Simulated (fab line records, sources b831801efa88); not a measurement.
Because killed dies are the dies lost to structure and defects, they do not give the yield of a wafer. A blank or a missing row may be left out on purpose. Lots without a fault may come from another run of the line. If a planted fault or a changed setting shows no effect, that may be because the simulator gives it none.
fab line records | flow sfq_line
record lots=14 | wafers=42 | last_day=75
route steps=325 shown L0@12 L0V@23 M0@39 I1@74
lots that met no fault: from a run of the same line without faults
start_h: hours from the record's first day to the start of the lot's first wafer shown | wait_h: hours since the lot's step before | " as in the row above | L1.1+2: one row covering several wafers at once | - either no value or no given start | * or withheld: withheld | < > ~ a bound
route shown NAME@n: a module of which the file shows steps, and the number in the route of the first | usual: average and standard deviation across the fault-free wafers | same: alike in all rows | chamber/n: place in a boat | sites: the reading at each site | _std_site: the standard deviation of these | _edge_site: inner sites' mean taken away from outer sites' mean | radius_mm: for every site, how far away it sits from the centre of the wafer | mask NAME#n: copy n | behind: the most recent tool/chamber to have shaped the wafer | hold: the reason the lot was held/the length of the hold in hours/how it ended | device: transistor that didn't switch, given as n, p or np | end of line: the route-end tests of the same wafers | a step given without rows: its recipe and nothing more | killed: the dies lost at the first sort to structure and to defects; this is not the yield of the wafer | map: dies across one wafer; x = killed, . = not, _ = none there
set.NAME: the setting the step ran with; set.NAME@STEP: the setting that earlier step ran with | model.NAME: the simulator's own value behind a step, which no gauge read
the route's steps for a sample of lots (tables are steps, rows are wafers)
services: from which hour (start_h, from the record's first day; less than 0 if before it) a tool's chamber was out of use, for how many hours, and why
## steps
# step SFQ_TRILAYER_L0_BARC_OPEN_METAL_ETCH_010
# recipe mask_material=PR | chemistry=O2 | target_depth_nm=125 | target=BARC | icp_w=600 | bias_w=80 | pressure_mtorr=10 | time_s=41.7
# usual drypump_motor_current_A=5.9/0.35 | oes_product_au=0.685/0.0048 | rf_fwd_power_W=592.5/2.5
lot.wafer | tool         | chamber | start_h | wait_h | drypump_motor_current_A | oes_product_au | rf_fwd_power_W | rf_hours_counter_h
L923.3    | rie_metal-04 | 0       | 55.84   | 0.1    | 6.4                     | 0.681          | 593.7          | -
L923.4    | "            | 1       | "       | "      | 5.4                     | 0.687          | 594.1          | -
L923.5    | "            | 1       | "       | "      | 5.4                     | 0.686          | 592.4          | -
L924.4    | rie_metal-03 | 0       | 61.84   | 0.1    | 5.9                     | 0.683          | 589.1          | -
L924.5    | "            | 0       | "       | "      | 5.9                     | 0.694          | 588.8          | -
L924.6    | "            | 1       | "       | "      | 5.9                     | 0.690          | 596.2          | -
L925.1    | rie_metal-03 | 0       | 66.62   | 0.1    | 5.9                     | 0.687          | 591.0          | 43
L925.2    | "            | 1       | "       | "      | 6.0                     | 0.686          | 590.4          | 94
L925.3    | "            | 1       | "       | "      | 5.9                     | 0.692          | 590.4          | -
L928.2    | rie_metal-03 | 1       | 81.02   | 0.1    | 6.0                     | 0.688          | 593.7          | 97
L928.4    | "            | 0       | "       | "      | 5.9                     | 0.687          | 588.8          | -
L928.5    | "            | 1       | "       | "      | 5.9                     | 0.683          | 593.8          | -
L929.2    | rie_metal-04 | 0       | 90.72   | 0.1    | 6.4                     | 0.690          | 596.1          | 148
L929.3    | "            | 0       | "       | "      | 6.4                     | 0.684          | 593.7          | -
L929.5    | "            | 0       | "       | "      | 6.4                     | 0.686          | 593.7          | -
L930.3    | rie_metal-02 | 0       | 95.54   | 0.1    | 5.6                     | 0.690          | 593.3          | -
L930.4    | "            | 1       | "       | "      | 6.2                     | 0.685          | 590.3          | -
L930.5    | "            | 0       | "       | "      | 5.6                     | 0.685          | 595.3          | -
L931.1    | rie_metal-02 | 0       | 100.32  | 0.1    | 5.6                     | 0.687          | 594.5          | 197
L931.2    | "            | 1       | "       | "      | 6.2                     | 0.685          | 589.5          | 151
L931.3    | "            | 0       | "       | "      | 5.6                     | 0.682          | 594.6          | -
L932.1    | rie_metal-02 | 1       | 106.32  | 0.1    | 6.2                     | 0.675          | 593.9          | 152
L932.3    | "            | 0       | "       | "      | 5.6                     | 0.688          | 601.3          | -
L932.6    | "            | 1       | "       | "      | 6.2                     | 0.684          | 592.8          | -
L933.1    | rie_metal-03 | 1       | 113.52  | 0.1    | 6.0                     | 0.690          | 591.7          | 104
L933.5    | "            | 1       | "       | "      | 6.0                     | 0.692          | 591.4          | -
L933.6    | "            | 0       | "       | "      | 5.9                     | 0.687          | 588.2          | -
L936.2    | rie_metal-03 | 0       | 126.72  | 0.1    | 5.8                     | 0.684          | 588.5          | 55
L936.4    | "            | 1       | "       | "      | 5.9                     | 0.696          | 592.4          | -
L936.6    | "            | 0       | "       | "      | 5.8                     | 0.685          | 589.9          | -
L942.2    | rie_metal-02 | 1       | 155.52  | 0.1    | 6.3                     | 0.681          | 592.5          | 164
L942.3    | "            | 0       | "       | "      | 5.6                     | 0.691          | 598.3          | -
L942.4    | "            | 1       | "       | "      | 6.3                     | 0.688          | 590.5          | -
L943.1    | rie_metal-04 | 0       | 162.88  | 0.1    | 6.4                     | 0.691          | 594.5          | 161
L943.3    | "            | 1       | "       | "      | 5.5                     | 0.687          | 590.7          | -
L943.6    | "            | 0       | "       | "      | 6.4                     | 0.680          | 593.3          | -
L944.1    | rie_metal-04 | 0       | 165.12  | 0.1    | 6.4                     | 0.688          | 591.9          | 162
L944.3    | "            | 1       | "       | "      | 5.4                     | 0.686          | 591.5          | -
L944.6    | "            | 1       | "       | "      | 5.4                     | 0.679          | 590.4          | -
L945.1    | rie_metal-04 | 0       | 172.58  | 0.1    | 6.3                     | 0.688          | 593.8          | 163
L945.4    | "            | 1       | "       | "      | 5.4                     | 0.694          | 594.0          | -
L945.5    | "            | 0       | "       | "      | 6.3                     | 0.679          | 595.0          | -
# step SFQ_L0V_OVL_MEAS_903
# usual L0V_OVL=-5/6.1
lot.wafer | tool       | chamber | start_h | wait_h | L0V_OVL[nm]
L923.3    | overlay-02 | -       | 96.08   | 0.1    | 9
L923.4    | "          | -       | "       | "      | 8
L923.5    | "          | -       | "       | "      | 5
L924.4    | overlay-02 | -       | 99.68   | 0.1    | -9
L924.5    | "          | -       | "       | "      | -14
L924.6    | "          | -       | "       | "      | -7
L925.1    | overlay-02 | -       | 106.86  | 0.1    | -5
L925.2    | "          | -       | "       | "      | 1
L925.3    | "          | -       | "       | "      | -9
L928.2    | overlay-02 | -       | 128.09  | 0.1    | -6
L928.4    | "          | -       | "       | "      | -8
L928.5    | "          | -       | "       | "      | -12
L929.2    | overlay-02 | -       | 139.02  | 0.1    | -12
L929.3    | "          | -       | "       | "      | -9
L929.5    | "          | -       | "       | "      | -8
L930.3    | overlay-02 | -       | 146.23  | 0.1    | 4
L930.4    | "          | -       | "       | "      | -6
L930.5    | "          | -       | "       | "      | 1
L931.1    | overlay-02 | -       | 148.61  | 0.1    | 0
L931.2    | "          | -       | "       | "      | 2
L931.3    | "          | -       | "       | "      | -7
L932.1    | overlay-01 | -       | 161.04  | 0.1    | -12
L932.3    | "          | -       | "       | "      | -10
L932.6    | "          | -       | "       | "      | -3
L933.1    | overlay-01 | -       | 169.44  | 0.1    | -11
L933.5    | "          | -       | "       | "      | -9
L933.6    | "          | -       | "       | "      | -13
L936.2    | overlay-02 | -       | 187.37  | 0.1    | -8
L936.4    | "          | -       | "       | "      | -4
L936.6    | "          | -       | "       | "      | -9
L942.2    | overlay-02 | -       | 222.27  | 0.1    | -16
L942.3    | "          | -       | "       | "      | -4
L942.4    | "          | -       | "       | "      | -11
L943.1    | overlay-01 | -       | 228.33  | 0.1    | 4
L943.3    | "          | -       | "       | "      | -1
L943.6    | "          | -       | "       | "      | -13
L944.1    | overlay-01 | -       | 234.33  | 0.1    | 1
L944.3    | "          | -       | "       | "      | 6
L944.6    | "          | -       | "       | "      | 4
L945.1    | overlay-02 | -       | 239.13  | 0.1    | 9
L945.4    | "          | -       | "       | "      | 8
L945.5    | "          | -       | "       | "      | 4
# step SFQ_TRILAYER_M0_BARC_OPEN_METAL_ETCH_031
# recipe mask_material=PR | chemistry=O2 | target_depth_nm=125 | target=BARC | icp_w=600 | bias_w=80 | pressure_mtorr=10 | time_s=41.7
# usual drypump_motor_current_A=5.9/0.36 | oes_product_au=0.684/0.0043 | rf_fwd_power_W=592.8/2.4
lot.wafer | tool         | chamber | start_h | wait_h | drypump_motor_current_A | oes_product_au | rf_fwd_power_W | rf_hours_counter_h
L923.3    | rie_metal-01 | 0       | 144.77  | 0.0    | 5.8                     | 0.685          | 592.0          | -
L923.4    | "            | 1       | "       | "      | 5.9                     | 0.684          | 592.5          | -
L923.5    | "            | 0       | "       | "      | 5.8                     | 0.677          | 594.6          | -
L924.4    | rie_metal-03 | 0       | 150.77  | 0.0    | 5.9                     | 0.685          | 590.3          | -
L924.5    | "            | 1       | "       | "      | 6.0                     | 0.689          | 594.6          | -
L924.6    | "            | 0       | "       | "      | 5.8                     | 0.687          | 591.4          | -
L925.1    | rie_metal-04 | 0       | 157.95  | 0.0    | 6.4                     | 0.683          | 596.1          | 160
L925.2    | "            | 1       | "       | "      | 5.4                     | 0.685          | 595.2          | 106
L925.3    | "            | 1       | "       | "      | 5.5                     | 0.686          | 591.7          | -
L928.2    | rie_metal-04 | 1       | 178.41  | 0.0    | 5.4                     | 0.690          | 595.4          | 110
L928.4    | "            | 0       | "       | "      | 6.4                     | 0.688          | 592.3          | -
L928.5    | "            | 0       | "       | "      | 6.4                     | 0.688          | 592.1          | -
L929.2    | rie_metal-01 | 0       | 189.21  | 0.0    | 5.8                     | 0.684          | 593.5          | 46
L929.3    | "            | 1       | "       | "      | 5.9                     | 0.675          | 590.7          | -
L929.5    | "            | 1       | "       | "      | 5.8                     | 0.681          | 594.6          | -
L930.3    | rie_metal-03 | 0       | 196.12  | 0.0    | 5.9                     | 0.685          | 592.5          | -
L930.4    | "            | 1       | "       | "      | 5.9                     | 0.681          | 591.6          | -
L930.5    | "            | 1       | "       | "      | 6.0                     | 0.688          | 592.0          | -
L931.1    | rie_metal-01 | 1       | 197.16  | 0.0    | 5.9                     | 0.679          | 590.2          | 15
L931.2    | "            | 0       | "       | "      | 5.8                     | 0.685          | 595.2          | 47
L931.3    | "            | 1       | "       | "      | 5.9                     | 0.685          | 590.5          | -
L932.1    | rie_metal-04 | 1       | 211.56  | 0.0    | 5.4                     | 0.686          | 587.9          | 115
L932.3    | "            | 0       | "       | "      | 6.4                     | 0.689          | 592.4          | -
L932.6    | "            | 0       | "       | "      | 6.4                     | 0.691          | 594.2          | -
L933.1    | rie_metal-04 | 0       | 222.36  | 0.0    | 6.4                     | 0.687          | 596.7          | 171
L933.5    | "            | 1       | "       | "      | 5.5                     | 0.686          | 593.9          | -
L933.6    | "            | 0       | "       | "      | 6.4                     | 0.679          | 595.4          | -
L936.2    | rie_metal-04 | 0       | 240.36  | 0.0    | 6.4                     | 0.677          | 595.6          | 175
L936.4    | "            | 1       | "       | "      | 5.4                     | 0.686          | 590.6          | -
L936.6    | "            | 0       | "       | "      | 6.4                     | 0.688          | 595.0          | -
L942.2    | rie_metal-03 | 1       | 278.86  | 0.0    | 6.0                     | 0.688          | 590.8          | 131
L942.3    | "            | 0       | "       | "      | 5.9                     | 0.692          | 589.9          | -
L942.4    | "            | 1       | "       | "      | 6.0                     | 0.680          | 590.8          | -
L943.1    | rie_metal-04 | 0       | 284.86  | 0.0    | 6.4                     | 0.689          | 592.8          | 185
L943.3    | "            | 0       | "       | "      | 6.4                     | 0.684          | 596.3          | -
L943.6    | "            | 1       | "       | "      | 5.4                     | 0.683          | 590.4          | -
L944.1    | rie_metal-04 | 1       | 294.73  | 0.0    | 5.4                     | 0.682          | 592.6          | 127
L944.3    | "            | 1       | "       | "      | 5.4                     | 0.692          | 593.3          | -
L944.6    | "            | 0       | "       | "      | 6.4                     | 0.689          | 596.0          | -
L945.1    | rie_metal-04 | 1       | 299.53  | 0.0    | 5.4                     | 0.685          | 591.7          | 128
L945.4    | "            | 0       | "       | "      | 6.4                     | 0.680          | 593.3          | -
L945.5    | "            | 1       | "       | "      | 5.4                     | 0.693          | 592.1          | -
# step SFQ_TRILAYER_I1_CMP_CMP_046
# recipe material=SiO2 | down_force_psi=3 | platen_rpm=60 | pad_velocity_m_s=0.94248
# usual motor_current_A=10.5/0.95 | platen_rpm=60.00/0.042 | time_to_endpoint_s=218/7.7
lot.wafer | tool   | chamber | start_h | wait_h | motor_current_A | platen_rpm | time_to_endpoint_s
L923.4    | cmp-01 | 0       | 300.69  | 2.1    | 10.5            | 59.97      | 221
L923.3    | "      | 1       | "       | "      | 9.3             | 60.04      | 220
L923.5    | "      | 1       | 303.19  | 4.6    | 9.9             | 60.03      | 212
L924.4    | cmp-02 | 0       | 305.77  | 4.8    | 11.4            | 60.00      | 233
L924.6    | "      | 0       | 307.77  | 6.8    | 11.5            | 60.03      | 228
L924.5    | "      | 1       | "       | "      | 10.7            | 60.00      | 220
L925.2    | cmp-02 | 2       | 315.27  | 7.0    | 10.6            | 59.99      | 210
L925.3    | "      | 3       | "       | "      | 9.6             | 60.06      | 213
L925.1    | "      | 0       | "       | "      | 11.6            | 60.00      | 211
L928.4    | cmp-01 | 2       | 331.42  | 3.8    | 9.0             | 59.98      | 215
L928.2    | "      | 0       | 332.42  | 4.8    | 11.2            | 59.96      | 206
L928.5    | "      | 1       | "       | "      | 9.7             | 60.02      | 217
L929.2    | cmp-02 | 2       | 342.77  | 3.8    | 11.2            | 60.03      | 225
L929.3    | "      | 3       | "       | "      | 9.6             | 60.00      | 219
L929.5    | "      | 0       | "       | "      | 11.3            | 59.94      | 242
L930.4    | cmp-01 | 1       | 345.92  | 2.7    | 10.0            | 60.03      | 219
L930.3    | "      | 2       | "       | "      | 8.9             | 60.02      | 214
L930.5    | "      | 1       | 347.92  | 4.7    | 9.8             | 59.98      | 220
L931.2    | cmp-01 | 1       | 348.92  | 3.3    | 9.9             | 60.03      | 209
L931.1    | "      | 3       | 349.92  | 4.3    | 12.3            | 59.94      | 222
L931.3    | "      | 0       | "       | "      | 10.5            | 60.00      | 215
L932.3    | cmp-01 | 0       | 367.32  | 1.5    | 11.1            | 59.91      | 219
L932.1    | "      | 2       | 368.32  | 2.5    | 9.1             | 59.96      | 216
L932.6    | "      | 1       | 369.82  | 4.0    | 9.7             | 65.96      | 200
L933.1    | cmp-01 | 1       | 381.74  | 1.5    | 9.5             | 66.02      | 195
L933.6    | "      | 2       | "       | "      | 10.1            | 59.99      | 229
L933.5    | "      | 3       | "       | "      | 12.5            | 60.04      | 238
L936.4    | cmp-02 | 3       | 417.33  | 4.6    | 9.1             | 60.01      | 213
L936.2    | "      | 0       | "       | "      | 11.2            | 60.03      | 209
L936.6    | "      | 1       | "       | "      | 10.7            | 60.02      | 216
L942.2    | cmp-01 | 1       | 451.82  | 1.2    | 9.5             | 59.97      | 207
L942.4    | "      | 3       | 452.82  | 2.1    | 12.2            | 60.02      | 211
L942.3    | "      | 0       | "       | "      | 10.5            | 59.95      | 205
L943.1    | cmp-02 | 0       | 462.68  | 1.2    | 11.2            | 59.97      | 228
L943.3    | "      | 2       | 463.68  | 2.2    | 10.1            | 59.97      | 232
L943.6    | "      | 0       | 464.68  | 3.2    | 11.3            | 59.99      | 232
L944.3    | cmp-02 | 0       | 475.88  | 0.0    | 11.3            | 59.92      | 219
L944.1    | "      | 3       | 477.38  | 1.5    | 9.8             | 59.98      | 212
L944.6    | "      | 0       | "       | "      | 10.7            | 60.02      | 219
L945.1    | cmp-01 | 3       | 485.50  | 1.2    | 12.2            | 59.99      | 212
L945.4    | "      | 0       | "       | "      | 11.1            | 59.97      | 225
L945.5    | "      | 0       | 488.00  | 3.7    | 10.8            | 60.06      | 217
## services
tool         | chamber | start_h | hours | kind
cmp-01       | -       | 65.80   | 3.6   | repair
cmp-02       | -       | 67.57   | 1.6   | repair
cmp-01       | -       | 69.39   | 4.0   | pm
cmp-02       | -       | 84.48   | 1.0   | repair
cmp-01       | -       | 109.39  | 7.1   | pm
cmp-02       | -       | 110.76  | 1.0   | repair
rie_metal-03 | -       | 119.00  | 0.2   | repair
rie_metal-04 | 1       | 156.14  | 1.6   | repair
cmp-02       | -       | 185.28  | 4.0   | repair
cmp-02       | -       | 186.17  | 0.5   | repair
rie_metal-04 | -       | 205.07  | 0.6   | repair
cmp-01       | -       | 210.80  | 16.4  | pm
rie_metal-03 | -       | 211.18  | 1.1   | repair
rie_metal-03 | 1       | 216.37  | 18.4  | repair
cmp-02       | -       | 235.84  | 4.0   | pm
rie_metal-04 | 1       | 263.21  | 12.3  | repair
cmp-01       | -       | 272.20  | 4.5   | repair
cmp-01       | -       | 307.64  | 1.4   | repair
cmp-01       | -       | 325.27  | 2.7   | repair
rie_metal-03 | 1       | 354.09  | 18.4  | repair
cmp-01       | -       | 407.80  | 0.9   | repair
cmp-01       | -       | 409.39  | 4.0   | pm
rie_metal-04 | -       | 422.13  | 2.8   | pm
rie_metal-03 | -       | 483.34  | 2.8   | pm
## key
first_sign step=SFQ_TRILAYER_I1_CMP_CMP_046 | reading=platen_rpm | direction=up | sigmas=99+ | usual=60.00 | struck=65.99
effect step=SFQ_TRILAYER_I1_CMP_CMP_046 | reading=time_to_endpoint_s | direction=down | sigmas=2.7 | usual=* | struck=*
met_at SFQ_TRILAYER_I1_CMP_CMP_046
struck_lots L932,L933
struck_wafers L932.6,L933.1
not_acting_at SFQ_TRILAYER_L0_BARC_OPEN_METAL_ETCH_010,SFQ_L0V_OVL_MEAS_903,SFQ_TRILAYER_M0_BARC_OPEN_METAL_ETCH_031
onset_between 348.92 367.32
fault kind=process_parameter_drift | tool=cmp-01 | chamber=1 | onset_h=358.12 | steps=SFQ_TRILAYER_I1_CMP_CMP_046 | channel=platen_rpm | offset=6 | shape=step | end_h=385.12 | acts_in=these_recipes_only | stated=60
